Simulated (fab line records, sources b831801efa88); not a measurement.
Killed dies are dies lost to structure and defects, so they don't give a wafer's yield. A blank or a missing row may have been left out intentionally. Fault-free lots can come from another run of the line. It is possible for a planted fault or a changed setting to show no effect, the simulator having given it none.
Which tool is to blame? / flow gf180mcu / 14 lots, 42 wafers sampled, at 3 steps of a route of 602

WHAT THE GAUGES READ, wafer by wafer
GF_MIM_RS_MEAS_10: measures by four-point-probe. Usual: MIM_ALCU_RS typically reads 0.1600 ohm/sq, with standard deviation 0.0016.
lot=L434; measured=day 24 13:56; on=film-metro-01; MIM_ALCU_RS (ohm/sq)=0.1598 0.1577 0.1565; flag=
lot=L435; measured=day 25 02:06; on=film-metro-03; MIM_ALCU_RS (ohm/sq)=0.1600 0.1600 0.1609; flag=
lot=L436; measured=day 25 11:13; on=film-metro-03; MIM_ALCU_RS (ohm/sq)=0.1602 0.1586 0.1625; flag=
lot=L437; measured=day 25 16:23; on=film-metro-02; MIM_ALCU_RS (ohm/sq)=0.1609 0.1629 0.1593; flag=
lot=L438; measured=day 25 19:08; on=film-metro-03; MIM_ALCU_RS (ohm/sq)=0.1577 0.1599 0.1579; flag=
lot=L440; measured=day 26 15:16; on=film-metro-03; MIM_ALCU_RS (ohm/sq)=0.1612 0.1605 0.1605; flag=
lot=L443; measured=day 27 15:27; on=film-metro-02; MIM_ALCU_RS (ohm/sq)=0.1614 0.1613 0.1625; flag=
lot=L444; measured=day 28 01:20; on=film-metro-03; MIM_ALCU_RS (ohm/sq)=0.1603 0.1606 0.1618; flag=
lot=L445; measured=day 28 07:08; on=film-metro-03; MIM_ALCU_RS (ohm/sq)=0.1595 0.1615 0.1616; flag=
lot=L450; measured=day 29 16:40; on=film-metro-03; MIM_ALCU_RS (ohm/sq)=0.1586 0.1583 0.1602; flag=
lot=L453; measured=day 30 10:26; on=film-metro-03; MIM_ALCU_RS (ohm/sq)=0.1594 0.1598 0.1593; flag=
lot=L454; measured=day 30 18:32; on=film-metro-03; MIM_ALCU_RS (ohm/sq)=0.1579 0.1589 0.1602; flag=
lot=L455; measured=day 31 02:23; on=film-metro-03; MIM_ALCU_RS (ohm/sq)=0.1600 0.1578 0.1585; flag=
lot=L457; measured=day 31 07:40; on=film-metro-02; MIM_ALCU_RS (ohm/sq)=0.1594 0.1587 0.1590; flag=

TOOL THAT RAN EACH LOT (tool first, then ch and the chambers of the sampled wafers, then the start)
lot=L434; GF_MIM_SPUTTER_01=pvd-sputter-03, day 24 13:34; GF_MIM_SPUTTER_03=pvd-sputter-03, day 24 13:38
lot=L435; GF_MIM_SPUTTER_01=pvd-sputter-01, day 25 01:47; GF_MIM_SPUTTER_03=pvd-sputter-01, day 25 01:51
lot=L436; GF_MIM_SPUTTER_01=pvd-sputter-02, day 25 10:52; GF_MIM_SPUTTER_03=pvd-sputter-02, day 25 10:56
lot=L437; GF_MIM_SPUTTER_01=pvd-sputter-03, day 25 16:04; GF_MIM_SPUTTER_03=pvd-sputter-03, day 25 16:07
lot=L438; GF_MIM_SPUTTER_01=pvd-sputter-03, day 25 18:47; GF_MIM_SPUTTER_03=pvd-sputter-03, day 25 18:51
lot=L440; GF_MIM_SPUTTER_01=pvd-sputter-01, day 26 14:54; GF_MIM_SPUTTER_03=pvd-sputter-01, day 26 14:58
lot=L443; GF_MIM_SPUTTER_01=pvd-sputter-03, day 27 15:08; GF_MIM_SPUTTER_03=pvd-sputter-03, day 27 15:11
lot=L444; GF_MIM_SPUTTER_01=pvd-sputter-01, day 28 01:01; GF_MIM_SPUTTER_03=pvd-sputter-01, day 28 01:04
lot=L445; GF_MIM_SPUTTER_01=pvd-sputter-03, day 28 06:47; GF_MIM_SPUTTER_03=pvd-sputter-03, day 28 06:50
lot=L450; GF_MIM_SPUTTER_01=pvd-sputter-03, day 29 16:22; GF_MIM_SPUTTER_03=pvd-sputter-03, day 29 16:25
lot=L453; GF_MIM_SPUTTER_01=pvd-sputter-02, day 30 10:05; GF_MIM_SPUTTER_03=pvd-sputter-02, day 30 10:08
lot=L454; GF_MIM_SPUTTER_01=pvd-sputter-01, day 30 18:13; GF_MIM_SPUTTER_03=pvd-sputter-01, day 30 18:16
lot=L455; GF_MIM_SPUTTER_01=pvd-sputter-03, day 31 02:04; GF_MIM_SPUTTER_03=pvd-sputter-03, day 31 02:07
lot=L457; GF_MIM_SPUTTER_01=pvd-sputter-03, day 31 07:21; GF_MIM_SPUTTER_03=pvd-sputter-03, day 31 07:25
- GF_MIM_SPUTTER_01: material TiN, target thk 30 nm, time 25 s.
- GF_MIM_SPUTTER_03: material Ti, target thk 10 nm, time 6.7 s.

WHAT THE TOOLS THEMSELVES READ (means of the sampled wafers that have a number; where no wafer has one, the mark that the record gives instead)
GF_MIM_SPUTTER_01. Usual: 30.1 % for throttle-valve-pct, sd 1.1.
lot=L434; tool=pvd-sputter-03; throttle-valve-pct (%)=29.0; flag=
lot=L435; tool=pvd-sputter-01; throttle-valve-pct (%)=30.8; flag=
lot=L436; tool=pvd-sputter-02; throttle-valve-pct (%)=30.2; flag=
lot=L437; tool=pvd-sputter-03; throttle-valve-pct (%)=29.6; flag=
lot=L438; tool=pvd-sputter-03; throttle-valve-pct (%)=29.7; flag=
lot=L440; tool=pvd-sputter-01; throttle-valve-pct (%)=30.1; flag=
lot=L443; tool=pvd-sputter-03; throttle-valve-pct (%)=30.0; flag=
lot=L444; tool=pvd-sputter-01; throttle-valve-pct (%)=31.3; flag=
lot=L445; tool=pvd-sputter-03; throttle-valve-pct (%)=29.7; flag=
lot=L450; tool=pvd-sputter-03; throttle-valve-pct (%)=29.2; flag=
lot=L453; tool=pvd-sputter-02; throttle-valve-pct (%)=30.7; flag=
lot=L454; tool=pvd-sputter-01; throttle-valve-pct (%)=31.5; flag=
lot=L455; tool=pvd-sputter-03; throttle-valve-pct (%)=29.6; flag=
lot=L457; tool=pvd-sputter-03; throttle-valve-pct (%)=29.9; flag=

GF_MIM_SPUTTER_03. Usual: substrate-temp-c 300.02 C, standard deviation 0.2; throttle-valve-pct 30.1 %, standard deviation 1.1.
lot=L434; tool=pvd-sputter-03; substrate-temp-c (C)=299.97; throttle-valve-pct (%)=29.2; flag=
lot=L435; tool=pvd-sputter-01; substrate-temp-c (C)=300.01; throttle-valve-pct (%)=30.7; flag=
lot=L436; tool=pvd-sputter-02; substrate-temp-c (C)=300.14; throttle-valve-pct (%)=30.1; flag=
lot=L437; tool=pvd-sputter-03; substrate-temp-c (C)=300.04; throttle-valve-pct (%)=29.7; flag=
lot=L438; tool=pvd-sputter-03; substrate-temp-c (C)=300.05; throttle-valve-pct (%)=29.7; flag=
lot=L440; tool=pvd-sputter-01; substrate-temp-c (C)=300.11; throttle-valve-pct (%)=30.3; flag=
lot=L443; tool=pvd-sputter-03; substrate-temp-c (C)=300.16; throttle-valve-pct (%)=30.0; flag=
lot=L444; tool=pvd-sputter-01; substrate-temp-c (C)=300.04; throttle-valve-pct (%)=31.5; flag=
lot=L445; tool=pvd-sputter-03; substrate-temp-c (C)=299.99; throttle-valve-pct (%)=29.8; flag=
lot=L450; tool=pvd-sputter-03; substrate-temp-c (C)=300.06; throttle-valve-pct (%)=29.3; flag=
lot=L453; tool=pvd-sputter-02; substrate-temp-c (C)=299.94; throttle-valve-pct (%)=30.8; flag=
lot=L454; tool=pvd-sputter-01; substrate-temp-c (C)=299.98; throttle-valve-pct (%)=31.5; flag=
lot=L455; tool=pvd-sputter-03; substrate-temp-c (C)=300.21; throttle-valve-pct (%)=29.8; flag=
lot=L457; tool=pvd-sputter-03; substrate-temp-c (C)=300.13; throttle-valve-pct (%)=30.0; flag=

THE ANSWER, worked out from the rows above alone
Rule: lot off if the mean of its wafers having a number is beyond 3 standard deviations from the usual mean. Also off: a lot with no number at a reading for which 4 or more lots have one. The other lots that the step has rows for count as sound. First the gauges in route order, then the tools' own readings, where a lot's mean is used as printed above. The first step at which some lot is off is used, and at that step the reading that is off furthest; a lot without a number counts as furthest.
No lot is off on any of the readings shown, so nothing can be concluded from this.

WHAT HAD BEEN PUT IN BY THE SIMULATOR
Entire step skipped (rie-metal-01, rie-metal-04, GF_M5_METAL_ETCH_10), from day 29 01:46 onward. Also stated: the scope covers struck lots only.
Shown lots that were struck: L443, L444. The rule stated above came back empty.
